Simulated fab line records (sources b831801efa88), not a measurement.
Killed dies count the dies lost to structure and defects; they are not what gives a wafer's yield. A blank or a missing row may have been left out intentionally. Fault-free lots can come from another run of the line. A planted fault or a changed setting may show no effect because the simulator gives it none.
What tool caused it? :: flow gf180mcu :: Sampling: 6 lots, 18 wafers, 2 of 602 route steps

WHAT THE GAUGES READ, wafer by wafer
GF_HV_LDD_TW_MEAS_38.
lot: L273
measured: day 12 05:28
on: filmMetro-01
HV_LDD_3_TW: 1442 1438 1444

lot: L275
measured: day 12 18:29
on: filmMetro-01
HV_LDD_3_TW: 1440 1439 1443

lot: L277
measured: day 13 12:30
on: filmMetro-04
HV_LDD_3_TW: 1443 1437 1438

lot: L287
measured: day 16 16:56
on: filmMetro-03
HV_LDD_3_TW: 1457 1446 1449

lot: L292
measured: day 18 07:47
on: filmMetro-01
HV_LDD_3_TW: 1446 1452 1442

lot: L295
measured: day 19 05:34
on: filmMetro-03
HV_LDD_3_TW: 1450 1442 1441

WHAT TOOL EACH LOT RAN ON (gives the tool, then ch and the chambers of the sampled wafers, and finally the start)
lot: L273
GF_HV_LDD_IMPLANT_34: implanter-02 ch 0, day 12 04:55

lot: L275
GF_HV_LDD_IMPLANT_34: implanter-03 ch 0, day 12 17:58

lot: L277
GF_HV_LDD_IMPLANT_34: implanter-03 ch 0, day 13 11:59

lot: L287
GF_HV_LDD_IMPLANT_34: implanter-03 ch 0, day 16 16:23

lot: L292
GF_HV_LDD_IMPLANT_34: implanter-01 ch 0, day 18 07:14

lot: L295
GF_HV_LDD_IMPLANT_34: implanter-01 ch 0, day 19 05:02
- GF_HV_LDD_IMPLANT_34

THE ANSWER, worked out from the rows above alone
Rule: what is usual is taken from the lots themselves. Put in order of their means at a reading, lots are off if they are a third of the lots or fewer, leave a main group of 4 or more, and stand apart from it by a gap of 3 or more times the standard deviation of the main group's means; of several such gaps the widest counts. Not used: any main group whose means are identical at the precision the tables above print for the reading. A lot without any number at a reading at which 4 lots or more have one is off too. All remaining lots with rows at the step are treated as sound.
Across all readings shown, no lot is off: no conclusion can be drawn from this.

WHAT HAD BEEN PUT IN BY THE SIMULATOR
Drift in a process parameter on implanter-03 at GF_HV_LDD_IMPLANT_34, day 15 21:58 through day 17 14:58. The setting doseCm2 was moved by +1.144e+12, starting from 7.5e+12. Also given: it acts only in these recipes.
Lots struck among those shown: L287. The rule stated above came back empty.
